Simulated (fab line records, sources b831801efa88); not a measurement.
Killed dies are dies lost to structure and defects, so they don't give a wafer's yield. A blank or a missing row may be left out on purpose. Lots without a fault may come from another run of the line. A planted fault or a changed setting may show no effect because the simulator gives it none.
Problem report in the 8D (eight disciplines) form, filled by code | flow gf180mcu | the parts of the form that need people (team, actions taken, sign-off) are left out

1. THE PROBLEM
HV_LDD_TW at GF_HV_LDD_TW_MEAS_11 reads a mean of 1814 on 9 wafers of 3 lots; wafers without a fault read 2383 with a standard deviation of 22. That is -26 standard deviations from the usual mean.
First seen on wafer L882.2, day 11 09:13, on film_metro-01. The record holds 36 wafers of 12 lots with a number at this step. Rule for "out", or "out of limits": more than 4 standard deviations from the usual mean. The other wafers with a number count as sound.

2. WHAT IT IS AND WHAT IT IS NOT
question                    | is                           | is not
which readings at this step | HV_LDD_TW                    | -
which lots                  | L882, L883, L884             | L880, L885, L892, L893, L894, L897, L898, L900, L901
which wafers of those lots  | all that have a number       | -
read on which gauges        | film_metro-01, film_metro-04 | film_metro-03
when                        | from day 11 09:13            | up to then (3 sound wafers); but 24 sound wafers of L885, L892, L893, L894, L897, L898, L900, L901 came after

3. SUSPECTS, AND WHAT RULES EACH OUT
Counting: a tool at a process step up to the reading stays a suspect if it ran every lot that is out and no sound lot after the first of them.
- the gauge at GF_HV_LDD_TW_MEAS_11: ruled out. The wafers that are out were read on 2 gauges (film_metro-01, film_metro-04).
- implanter-04 at GF_HV_LDD_IMPLANT_09: ruled out as a lasting fault. Sound lots L893, L898, L900, L901 ran on it after its first lot that is out, L882 (day 11 08:56).
Left after counting: nothing in the record.

4. THE CAUSE (what the simulator had put in)
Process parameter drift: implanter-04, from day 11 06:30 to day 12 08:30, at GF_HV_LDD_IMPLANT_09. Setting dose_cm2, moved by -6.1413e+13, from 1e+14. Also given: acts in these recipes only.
Counting ruled it out, wrongly: the rule takes a fault to strike every lot that its tool runs from its start on, and this one did not.

5. THE CHAIN OF EFFECTS, in route order
Each row: a reading whose mean over the struck wafers that have a number lies more than 3 standard deviations from the usual. Only readings for which the record gives a usual standard deviation are gone through. hours: the time from each lot's start at the first step in this table that gives one to its start at this step, as a median over the lots. sigmas: the change in usual standard deviations.
hours | step                 | reading            | usual        | on struck wafers | change | sigmas
0     | GF_HV_LDD_IMPLANT_09 | dose_ions_cm2      | 1e+14        | 4e+13            | -6e+13 | -99 or more
0     | GF_HV_LDD_IMPLANT_09 | faraday_current_uA | 565          | 219              | -346   | -31
0     | GF_HV_LDD_TW_MEAS_11 | HV_LDD_TW          | 2383         | 1814             | -569   | -26
61    | GF_HV_LDD_RS_MEAS_53 | HV_LDD_RS          | 418.4 ohm/sq | 588.3            | +169.9 | +99 or more
The process steps in it:
- GF_HV_LDD_IMPLANT_09
Later measuring or inspecting steps at which every struck wafer that the step has a row for has a number for every such reading, and none has moved that far: GF_V1_OVL_MEAS_15.

6. WHAT WOULD HAVE CAUGHT IT SOONER
In this record the first reading out of limits at a measuring or inspecting step was taken at day 11 09:13, 3 hours after the fault began at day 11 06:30.
The tool's own readings at GF_HV_LDD_IMPLANT_09 were out on every struck wafer that the step has a row for (dose_ions_cm2, faraday_current_uA): an alarm limit on them would have fired on the first of those.
